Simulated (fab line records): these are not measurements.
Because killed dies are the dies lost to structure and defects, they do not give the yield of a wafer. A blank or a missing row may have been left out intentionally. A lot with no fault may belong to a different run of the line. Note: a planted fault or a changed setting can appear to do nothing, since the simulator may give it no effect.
Which of the tools did it? || flow sky130 || Sampling: 14 lots, 42 wafers, 5 of 708 route steps

WHAT EACH GAUGE READ, for each wafer
SKY_NWELL_RS_MEAS_31: uses a four-point probe to measure. Usual: for PWDE_RS the level is 5275 ohm/sq and the standard deviation is 21.
{"lot": "L421", "measured": "day 5 09:55", "on": "film metro-04", "PWDE_RS (ohm/sq)": "5265 5280 5289", "flag": ""}
{"lot": "L423", "measured": "day 5 19:37", "on": "film metro-03", "PWDE_RS (ohm/sq)": "5286 5315 5303", "flag": ""}
{"lot": "L426", "measured": "day 6 14:28", "on": "film metro-04", "PWDE_RS (ohm/sq)": "5266 5264 5263", "flag": ""}
{"lot": "L427", "measured": "day 6 22:03", "on": "film metro-03", "PWDE_RS (ohm/sq)": "5256 5245 5245", "flag": ""}
{"lot": "L428", "measured": "day 7 09:05", "on": "film metro-04", "PWDE_RS (ohm/sq)": "5305 5292 5307", "flag": ""}
{"lot": "L430", "measured": "day 7 12:55", "on": "film metro-01", "PWDE_RS (ohm/sq)": "5303 5292 5279", "flag": ""}
{"lot": "L431", "measured": "day 7 19:04", "on": "film metro-01", "PWDE_RS (ohm/sq)": "5286 5278 5299", "flag": ""}
{"lot": "L432", "measured": "day 8 04:47", "on": "film metro-01", "PWDE_RS (ohm/sq)": "5246 5250 5252", "flag": ""}
{"lot": "L433", "measured": "day 8 13:02", "on": "film metro-04", "PWDE_RS (ohm/sq)": "5234 5252 5242", "flag": ""}
{"lot": "L435", "measured": "day 9 04:58", "on": "film metro-01", "PWDE_RS (ohm/sq)": "5298 5286 5286", "flag": ""}
{"lot": "L436", "measured": "day 9 09:52", "on": "film metro-03", "PWDE_RS (ohm/sq)": "5248 5237 5235", "flag": ""}
{"lot": "L440", "measured": "day 10 07:37", "on": "film metro-04", "PWDE_RS (ohm/sq)": "5271 5251 5260", "flag": ""}
{"lot": "L443", "measured": "day 11 01:26", "on": "film metro-04", "PWDE_RS (ohm/sq)": "5242 5234 5227", "flag": ""}
{"lot": "L444", "measured": "day 11 06:41", "on": "film metro-01", "PWDE_RS (ohm/sq)": "5284 5270 5269", "flag": ""}

SKY_VT_ADJUST_HVTP_TW_MEAS_11. Usual: for VT_ADJUST_HVTP_TW the level is 1345 and the standard deviation is 16.
{"lot": "L421", "measured": "day 6 03:11", "on": "film metro-04", "VT_ADJUST_HVTP_TW": "1349 1349 1349", "flag": ""}
{"lot": "L423", "measured": "day 6 14:35", "on": "film metro-04", "VT_ADJUST_HVTP_TW": "1347 1352 1347", "flag": ""}
{"lot": "L426", "measured": "day 7 09:39", "on": "film metro-02", "VT_ADJUST_HVTP_TW": "1343 1345 1341", "flag": ""}
{"lot": "L427", "measured": "day 7 17:57", "on": "film metro-01", "VT_ADJUST_HVTP_TW": "1327 1328 1327", "flag": ""}
{"lot": "L428", "measured": "day 8 04:41", "on": "film metro-02", "VT_ADJUST_HVTP_TW": "1344 1353 1346", "flag": ""}
{"lot": "L430", "measured": "day 8 09:15", "on": "film metro-04", "VT_ADJUST_HVTP_TW": "1367 1355 1357", "flag": ""}
{"lot": "L431", "measured": "day 8 15:22", "on": "film metro-01", "VT_ADJUST_HVTP_TW": "1312 1322 1320", "flag": ""}
{"lot": "L432", "measured": "day 9 02:35", "on": "film metro-01", "VT_ADJUST_HVTP_TW": "1322 1313 1324", "flag": ""}
{"lot": "L433", "measured": "day 9 10:09", "on": "film metro-02", "VT_ADJUST_HVTP_TW": "1355 1355 1347", "flag": ""}
{"lot": "L435", "measured": "day 10 02:59", "on": "film metro-02", "VT_ADJUST_HVTP_TW": "1344 1339 1344", "flag": ""}
{"lot": "L436", "measured": "day 10 08:09", "on": "film metro-04", "VT_ADJUST_HVTP_TW": "1365 1360 1367", "flag": ""}
{"lot": "L440", "measured": "day 11 06:55", "on": "film metro-02", "VT_ADJUST_HVTP_TW": "1337 1337 1348", "flag": ""}
{"lot": "L443", "measured": "day 12 00:53", "on": "film metro-04", "VT_ADJUST_HVTP_TW": "30 30 30", "flag": "OFF"}
{"lot": "L444", "measured": "day 12 07:13", "on": "film metro-04", "VT_ADJUST_HVTP_TW": "30 30 30", "flag": "OFF"}

TOOL THAT RAN EACH LOT (tool first, then ch and the chambers of the sampled wafers, then the start)
{"lot": "L421", "SKY_NWELL_STRIP_25": "plasma asher-02 ch 0,1, day 5 09:22", "SKY_NWELL_RTA_28": "rtp anneal-01 ch 0, day 5 09:35", "SKY_VT_ADJUST_HVTP_STRIP_10": "plasma asher-04 ch 0,1, day 6 03:05"}
{"lot": "L423", "SKY_NWELL_STRIP_25": "plasma asher-02 ch 0,1, day 5 19:04", "SKY_NWELL_RTA_28": "rtp anneal-02 ch 0, day 5 19:17", "SKY_VT_ADJUST_HVTP_STRIP_10": "plasma asher-04 ch 0,1, day 6 14:29"}
{"lot": "L426", "SKY_NWELL_STRIP_25": "plasma asher-04 ch 0,1, day 6 13:54", "SKY_NWELL_RTA_28": "rtp anneal-01 ch 0, day 6 14:07", "SKY_VT_ADJUST_HVTP_STRIP_10": "plasma asher-01 ch 0,1, day 7 09:34"}
{"lot": "L427", "SKY_NWELL_STRIP_25": "plasma asher-03 ch 0,1, day 6 21:25", "SKY_NWELL_RTA_28": "rtp anneal-02 ch 0, day 6 21:43", "SKY_VT_ADJUST_HVTP_STRIP_10": "plasma asher-01 ch 0,1, day 7 17:50"}
{"lot": "L428", "SKY_NWELL_STRIP_25": "plasma asher-04 ch 0,1, day 7 08:32", "SKY_NWELL_RTA_28": "rtp anneal-01 ch 0, day 7 08:45", "SKY_VT_ADJUST_HVTP_STRIP_10": "plasma asher-04 ch 0,1, day 8 04:35"}
{"lot": "L430", "SKY_NWELL_STRIP_25": "plasma asher-04 ch 0,1, day 7 12:21", "SKY_NWELL_RTA_28": "rtp anneal-02 ch 0, day 7 12:34", "SKY_VT_ADJUST_HVTP_STRIP_10": "plasma asher-04 ch 0,1, day 8 09:10"}
{"lot": "L431", "SKY_NWELL_STRIP_25": "plasma asher-02 ch 0,1, day 7 18:30", "SKY_NWELL_RTA_28": "rtp anneal-01 ch 0, day 7 18:43", "SKY_VT_ADJUST_HVTP_STRIP_10": "plasma asher-01 ch 0,1, day 8 15:16"}
{"lot": "L432", "SKY_NWELL_STRIP_25": "plasma asher-03 ch 1, day 8 04:14", "SKY_NWELL_RTA_28": "rtp anneal-01 ch 0, day 8 04:27", "SKY_VT_ADJUST_HVTP_STRIP_10": "plasma asher-02 ch 0,1, day 9 02:29"}
{"lot": "L433", "SKY_NWELL_STRIP_25": "plasma asher-04 ch 0,1, day 8 12:28", "SKY_NWELL_RTA_28": "rtp anneal-02 ch 0, day 8 12:41", "SKY_VT_ADJUST_HVTP_STRIP_10": "plasma asher-01 ch 0,1, day 9 10:04"}
{"lot": "L435", "SKY_NWELL_STRIP_25": "plasma asher-04 ch 0,1, day 9 04:25", "SKY_NWELL_RTA_28": "rtp anneal-01 ch 0, day 9 04:37", "SKY_VT_ADJUST_HVTP_STRIP_10": "plasma asher-02 ch 0,1, day 10 02:53"}
{"lot": "L436", "SKY_NWELL_STRIP_25": "plasma asher-03 ch 0,1, day 9 09:18", "SKY_NWELL_RTA_28": "rtp anneal-01 ch 0, day 9 09:31", "SKY_VT_ADJUST_HVTP_STRIP_10": "plasma asher-04 ch 0,1, day 10 08:04"}
{"lot": "L440", "SKY_NWELL_STRIP_25": "plasma asher-03 ch 0,1, day 10 07:02", "SKY_NWELL_RTA_28": "rtp anneal-02 ch 0, day 10 07:16", "SKY_VT_ADJUST_HVTP_STRIP_10": "plasma asher-04 ch 0,1, day 11 06:48"}
{"lot": "L443", "SKY_NWELL_STRIP_25": "plasma asher-02 ch 0,1, day 11 00:53", "SKY_NWELL_RTA_28": "rtp anneal-01 ch 0, day 11 01:06", "SKY_VT_ADJUST_HVTP_STRIP_10": "plasma asher-02 ch 0,1, day 12 00:47"}
{"lot": "L444", "SKY_NWELL_STRIP_25": "plasma asher-02 ch 0,1, day 11 06:07", "SKY_NWELL_RTA_28": "rtp anneal-02 ch 0, day 11 06:20", "SKY_VT_ADJUST_HVTP_STRIP_10": "plasma asher-01 ch 0,1, day 12 07:07"}
- SKY_NWELL_STRIP_25: strips in O2/N2.
- SKY_NWELL_RTA_28: time 30 s.
- SKY_VT_ADJUST_HVTP_STRIP_10: strips in O2/N2.

WHAT THE TOOLS THEMSELVES READ (means of the sampled wafers that have a number; where no wafer has one, the mark that the record gives instead)
SKY_NWELL_STRIP_25. Usual: chamber pressure mTorr 1499.9 mTorr, standard deviation 1.4; drypump motor current A 5.7 A, standard deviation 0.53; n2 flow sccm 299.9 sccm, standard deviation 0.92; oes product au 0.722 a.u., standard deviation 0.0044; strip time to endpoint s 36.90 s, standard deviation 0.11.
{"lot": "L421", "tool": "plasma asher-02", "chamber pressure mTorr (mTorr)": 1500.1, "drypump motor current A (A)": 6.0, "n2 flow sccm (sccm)": 300.0, "oes product au (a.u.)": 0.723, "strip time to endpoint s (s)": 36.97, "flag": ""}
{"lot": "L423", "tool": "plasma asher-02", "chamber pressure mTorr (mTorr)": 1499.7, "drypump motor current A (A)": 6.0, "n2 flow sccm (sccm)": 299.5, "oes product au (a.u.)": 0.722, "strip time to endpoint s (s)": 36.99, "flag": ""}
{"lot": "L426", "tool": "plasma asher-04", "chamber pressure mTorr (mTorr)": 1500.2, "drypump motor current A (A)": 5.7, "n2 flow sccm (sccm)": 299.0, "oes product au (a.u.)": 0.723, "strip time to endpoint s (s)": 36.98, "flag": ""}
{"lot": "L427", "tool": "plasma asher-03", "chamber pressure mTorr (mTorr)": 1501.0, "drypump motor current A (A)": 5.3, "n2 flow sccm (sccm)": 300.4, "oes product au (a.u.)": 0.718, "strip time to endpoint s (s)": 36.89, "flag": ""}
{"lot": "L428", "tool": "plasma asher-04", "chamber pressure mTorr (mTorr)": 1499.5, "drypump motor current A (A)": 6.0, "n2 flow sccm (sccm)": 299.1, "oes product au (a.u.)": 0.718, "strip time to endpoint s (s)": 37.03, "flag": ""}
{"lot": "L430", "tool": "plasma asher-04", "chamber pressure mTorr (mTorr)": 1500.8, "drypump motor current A (A)": 6.0, "n2 flow sccm (sccm)": 298.9, "oes product au (a.u.)": 0.721, "strip time to endpoint s (s)": 36.95, "flag": ""}
{"lot": "L431", "tool": "plasma asher-02", "chamber pressure mTorr (mTorr)": 1500.2, "drypump motor current A (A)": 5.6, "n2 flow sccm (sccm)": 300.7, "oes product au (a.u.)": 0.719, "strip time to endpoint s (s)": 36.88, "flag": ""}
{"lot": "L432", "tool": "plasma asher-03", "chamber pressure mTorr (mTorr)": 1500.1, "drypump motor current A (A)": 5.1, "n2 flow sccm (sccm)": 299.9, "oes product au (a.u.)": 0.721, "strip time to endpoint s (s)": 36.80, "flag": ""}
{"lot": "L433", "tool": "plasma asher-04", "chamber pressure mTorr (mTorr)": 1499.6, "drypump motor current A (A)": 5.7, "n2 flow sccm (sccm)": 299.1, "oes product au (a.u.)": 0.723, "strip time to endpoint s (s)": 37.09, "flag": ""}
{"lot": "L435", "tool": "plasma asher-04", "chamber pressure mTorr (mTorr)": 1498.9, "drypump motor current A (A)": 5.7, "n2 flow sccm (sccm)": 300.2, "oes product au (a.u.)": 0.722, "strip time to endpoint s (s)": 36.96, "flag": ""}
{"lot": "L436", "tool": "plasma asher-03", "chamber pressure mTorr (mTorr)": 1500.9, "drypump motor current A (A)": 5.3, "n2 flow sccm (sccm)": 299.9, "oes product au (a.u.)": 0.721, "strip time to endpoint s (s)": 36.69, "flag": ""}
{"lot": "L440", "tool": "plasma asher-03", "chamber pressure mTorr (mTorr)": 1499.7, "drypump motor current A (A)": 5.3, "n2 flow sccm (sccm)": 299.7, "oes product au (a.u.)": 0.720, "strip time to endpoint s (s)": 36.87, "flag": ""}
{"lot": "L443", "tool": "plasma asher-02", "chamber pressure mTorr (mTorr)": "-", "drypump motor current A (A)": "-", "n2 flow sccm (sccm)": "-", "oes product au (a.u.)": "-", "strip time to endpoint s (s)": "-", "flag": "OFF"}
{"lot": "L444", "tool": "plasma asher-02", "chamber pressure mTorr (mTorr)": "-", "drypump motor current A (A)": "-", "n2 flow sccm (sccm)": "-", "oes product au (a.u.)": "-", "strip time to endpoint s (s)": "-", "flag": "OFF"}

SKY_NWELL_RTA_28. Usual: chamber o2 ppm 2.005, standard deviation 0.02; lamp power pct 25.30 %, standard deviation 0.055; wafer_temp_C_max 1054.8, standard deviation 0.93.
{"lot": "L421", "tool": "rtp anneal-01", "chamber o2 ppm": 2.019, "lamp power pct (%)": 25.31, "wafer_temp_C_max": 1055.2, "flag": ""}
{"lot": "L423", "tool": "rtp anneal-02", "chamber o2 ppm": 1.999, "lamp power pct (%)": 25.31, "wafer_temp_C_max": 1055.2, "flag": ""}
{"lot": "L426", "tool": "rtp anneal-01", "chamber o2 ppm": 2.003, "lamp power pct (%)": 25.34, "wafer_temp_C_max": 1055.2, "flag": ""}
{"lot": "L427", "tool": "rtp anneal-02", "chamber o2 ppm": 2.028, "lamp power pct (%)": 25.33, "wafer_temp_C_max": 1055.0, "flag": ""}
{"lot": "L428", "tool": "rtp anneal-01", "chamber o2 ppm": 2.024, "lamp power pct (%)": 25.25, "wafer_temp_C_max": 1055.5, "flag": ""}
{"lot": "L430", "tool": "rtp anneal-02", "chamber o2 ppm": 2.000, "lamp power pct (%)": 25.30, "wafer_temp_C_max": 1054.2, "flag": ""}
{"lot": "L431", "tool": "rtp anneal-01", "chamber o2 ppm": 2.016, "lamp power pct (%)": 25.31, "wafer_temp_C_max": 1053.9, "flag": ""}
{"lot": "L432", "tool": "rtp anneal-01", "chamber o2 ppm": 2.007, "lamp power pct (%)": 25.29, "wafer_temp_C_max": 1055.3, "flag": ""}
{"lot": "L433", "tool": "rtp anneal-02", "chamber o2 ppm": 2.003, "lamp power pct (%)": 25.33, "wafer_temp_C_max": 1055.3, "flag": ""}
{"lot": "L435", "tool": "rtp anneal-01", "chamber o2 ppm": 2.011, "lamp power pct (%)": 25.29, "wafer_temp_C_max": 1055.1, "flag": ""}
{"lot": "L436", "tool": "rtp anneal-01", "chamber o2 ppm": 1.976, "lamp power pct (%)": 25.30, "wafer_temp_C_max": 1055.2, "flag": ""}
{"lot": "L440", "tool": "rtp anneal-02", "chamber o2 ppm": 2.003, "lamp power pct (%)": 25.25, "wafer_temp_C_max": 1054.3, "flag": ""}
{"lot": "L443", "tool": "rtp anneal-01", "chamber o2 ppm": 2.005, "lamp power pct (%)": 25.34, "wafer_temp_C_max": 1054.3, "flag": ""}
{"lot": "L444", "tool": "rtp anneal-02", "chamber o2 ppm": 1.973, "lamp power pct (%)": 25.27, "wafer_temp_C_max": 1054.4, "flag": ""}

SKY_VT_ADJUST_HVTP_STRIP_10. Usual: chamber pressure mTorr 1500.0 mTorr, standard deviation 1.4; drypump motor current A 5.8 A, standard deviation 0.49; n2 flow sccm 300.0 sccm, standard deviation 0.98; oes product au 0.716 a.u., standard deviation 0.0046; strip time to endpoint s 14.19 s, standard deviation 0.045.
{"lot": "L421", "tool": "plasma asher-04", "chamber pressure mTorr (mTorr)": 1499.7, "drypump motor current A (A)": 6.0, "n2 flow sccm (sccm)": 300.1, "oes product au (a.u.)": 0.718, "strip time to endpoint s (s)": 14.15, "flag": ""}
{"lot": "L423", "tool": "plasma asher-04", "chamber pressure mTorr (mTorr)": 1500.0, "drypump motor current A (A)": 5.7, "n2 flow sccm (sccm)": 300.3, "oes product au (a.u.)": 0.716, "strip time to endpoint s (s)": 14.17, "flag": ""}
{"lot": "L426", "tool": "plasma asher-01", "chamber pressure mTorr (mTorr)": 1499.5, "drypump motor current A (A)": 5.6, "n2 flow sccm (sccm)": 300.8, "oes product au (a.u.)": 0.716, "strip time to endpoint s (s)": 14.25, "flag": ""}
{"lot": "L427", "tool": "plasma asher-01", "chamber pressure mTorr (mTorr)": 1501.2, "drypump motor current A (A)": 5.9, "n2 flow sccm (sccm)": 300.9, "oes product au (a.u.)": 0.718, "strip time to endpoint s (s)": 14.15, "flag": ""}
{"lot": "L428", "tool": "plasma asher-04", "chamber pressure mTorr (mTorr)": 1500.8, "drypump motor current A (A)": 5.7, "n2 flow sccm (sccm)": 300.2, "oes product au (a.u.)": 0.714, "strip time to endpoint s (s)": 14.20, "flag": ""}
{"lot": "L430", "tool": "plasma asher-04", "chamber pressure mTorr (mTorr)": 1500.0, "drypump motor current A (A)": 5.7, "n2 flow sccm (sccm)": 299.6, "oes product au (a.u.)": 0.718, "strip time to endpoint s (s)": 14.18, "flag": ""}
{"lot": "L431", "tool": "plasma asher-01", "chamber pressure mTorr (mTorr)": 1499.6, "drypump motor current A (A)": 5.9, "n2 flow sccm (sccm)": 300.6, "oes product au (a.u.)": 0.716, "strip time to endpoint s (s)": 14.14, "flag": ""}
{"lot": "L432", "tool": "plasma asher-02", "chamber pressure mTorr (mTorr)": 1502.1, "drypump motor current A (A)": 5.7, "n2 flow sccm (sccm)": 298.9, "oes product au (a.u.)": 0.712, "strip time to endpoint s (s)": 14.23, "flag": ""}
{"lot": "L433", "tool": "plasma asher-01", "chamber pressure mTorr (mTorr)": 1499.8, "drypump motor current A (A)": 5.9, "n2 flow sccm (sccm)": 298.6, "oes product au (a.u.)": 0.714, "strip time to endpoint s (s)": 14.21, "flag": ""}
{"lot": "L435", "tool": "plasma asher-02", "chamber pressure mTorr (mTorr)": 1501.0, "drypump motor current A (A)": 5.6, "n2 flow sccm (sccm)": 300.5, "oes product au (a.u.)": 0.718, "strip time to endpoint s (s)": 14.15, "flag": ""}
{"lot": "L436", "tool": "plasma asher-04", "chamber pressure mTorr (mTorr)": 1501.5, "drypump motor current A (A)": 5.7, "n2 flow sccm (sccm)": 299.9, "oes product au (a.u.)": 0.719, "strip time to endpoint s (s)": 14.25, "flag": ""}
{"lot": "L440", "tool": "plasma asher-04", "chamber pressure mTorr (mTorr)": 1499.3, "drypump motor current A (A)": 6.0, "n2 flow sccm (sccm)": 300.0, "oes product au (a.u.)": 0.714, "strip time to endpoint s (s)": 14.17, "flag": ""}
{"lot": "L443", "tool": "plasma asher-02", "chamber pressure mTorr (mTorr)": 1499.6, "drypump motor current A (A)": 5.7, "n2 flow sccm (sccm)": 300.4, "oes product au (a.u.)": 0.729, "strip time to endpoint s (s)": 58.54, "flag": "OFF"}
{"lot": "L444", "tool": "plasma asher-01", "chamber pressure mTorr (mTorr)": 1499.3, "drypump motor current A (A)": 5.6, "n2 flow sccm (sccm)": 300.1, "oes product au (a.u.)": 0.725, "strip time to endpoint s (s)": 58.51, "flag": "OFF"}

THE ANSWER, worked out from the rows above alone
Rule: lot off if the mean of its wafers having a number is beyond 3 standard deviations from the usual mean. Also off: a lot with no number at a reading for which 4 or more lots have one. All remaining lots with rows at the step are treated as sound. The gauges are gone through in route order, then the tools' own readings, and for those a lot's mean is taken as printed above. The first step at which some lot is off is used, and at that step the reading that is off furthest; a lot without a number counts as furthest.
Off: at SKY_VT_ADJUST_HVTP_TW_MEAS_11 (VT_ADJUST_HVTP_TW), L443, L444.
A tool fits if, at a process step before that reading, it ran every lot that is off, and no sound lot after the first of them. Not tried: the gauges at SKY_VT_ADJUST_HVTP_TW_MEAS_11; whatever is off there is also off at SKY_NWELL_STRIP_25, on other tools, and gauge error can't account for it. One fits: plasma asher-02 at SKY_NWELL_STRIP_25. A fault onset in the window from L431 (day 7 18:30, its last sound lot) to L443 (day 11 00:53, its first lot off) fits.
Blank at SKY_NWELL_STRIP_25 on the lots that are off, where sound lots have numbers: chamber pressure mTorr, drypump motor current A, n2 flow sccm, oes product au, strip time to endpoint s.

WHAT THE SIMULATOR PUT IN
Whole step skipped at SKY_NWELL_STRIP_25 on plasma asher-02, starting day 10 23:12. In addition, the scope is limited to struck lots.
Shown lots that were struck: L443, L444. Same finding as the rule above.
